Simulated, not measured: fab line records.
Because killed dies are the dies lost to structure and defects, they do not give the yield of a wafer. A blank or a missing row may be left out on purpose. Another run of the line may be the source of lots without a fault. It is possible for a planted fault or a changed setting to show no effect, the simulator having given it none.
The tool behind it: which one? -- flow gf180mcu -- 6 lots, 18 wafers sampled, at 3 steps of a route of 602

## WHAT EACH GAUGE READ, for each wafer
GF_V5_THK_MEAS_03.
lot,measured,on,V5_CVD_02_THK (nm)
L429,day 27 15:05,filmMetro-02,1454 1464 1456
L432,day 28 11:50,filmMetro-04,1424 1441 1459
L436,day 29 16:25,filmMetro-02,1406 1425 1439
L439,day 30 16:05,filmMetro-04,1433 1455 1455
L445,day 32 04:42,filmMetro-02,1418 1582 1436 1419 1581 1436
L448,day 32 21:19,filmMetro-02,1461 1451 1471

## WHICH TOOL RAN EACH LOT (tool, then ch and the chambers of the sampled wafers, then the start)
lot,GF_V4_SPUTTER_22,GF_V5_CVD_02
L429,"pvdSputter-01, day 25 20:04","pecvd-04 ch 0,1, day 27 14:58"
L432,"pvdSputter-01, day 26 16:52","pecvd-04 ch 0,1, day 28 11:43"
L436,"pvdSputter-02, day 27 23:27","pecvd-03 ch 0,1, day 29 16:18"
L439,"pvdSputter-03, day 29 00:59","pecvd-03 ch 0,1,2, day 30 15:58"
L445,"pvdSputter-03, day 30 15:58","pecvd-03 ch 0,1,2, day 32 04:35"
L448,"pvdSputter-03, day 31 09:11","pecvd-04 ch 0,1,2, day 32 21:13"
- GF_V4_SPUTTER_22: material TiN, target thk 10 nm, time 40 s.
- GF_V5_CVD_02: deposits SiO2 from TEOS, target thk 1450 nm, time 163.28 s.

## THE ANSWER, worked out from the rows above alone
Rule: what is usual is taken from the lots themselves. Put in order of their means at a reading, lots are off if they are a third of the lots or fewer, leave a main group of 4 or more, and stand apart from it by a gap of 3 or more times the standard deviation of the main group's means; of several such gaps the widest counts. Not used: any main group whose means are identical at the precision the tables above print for the reading. Also off: a lot with no number at a reading for which 4 or more lots have one. Any other lot the step has rows for is counted as sound.
None of the lots is off at any reading shown; this tells nothing.

## WHAT WAS PUT IN BY THE SIMULATOR
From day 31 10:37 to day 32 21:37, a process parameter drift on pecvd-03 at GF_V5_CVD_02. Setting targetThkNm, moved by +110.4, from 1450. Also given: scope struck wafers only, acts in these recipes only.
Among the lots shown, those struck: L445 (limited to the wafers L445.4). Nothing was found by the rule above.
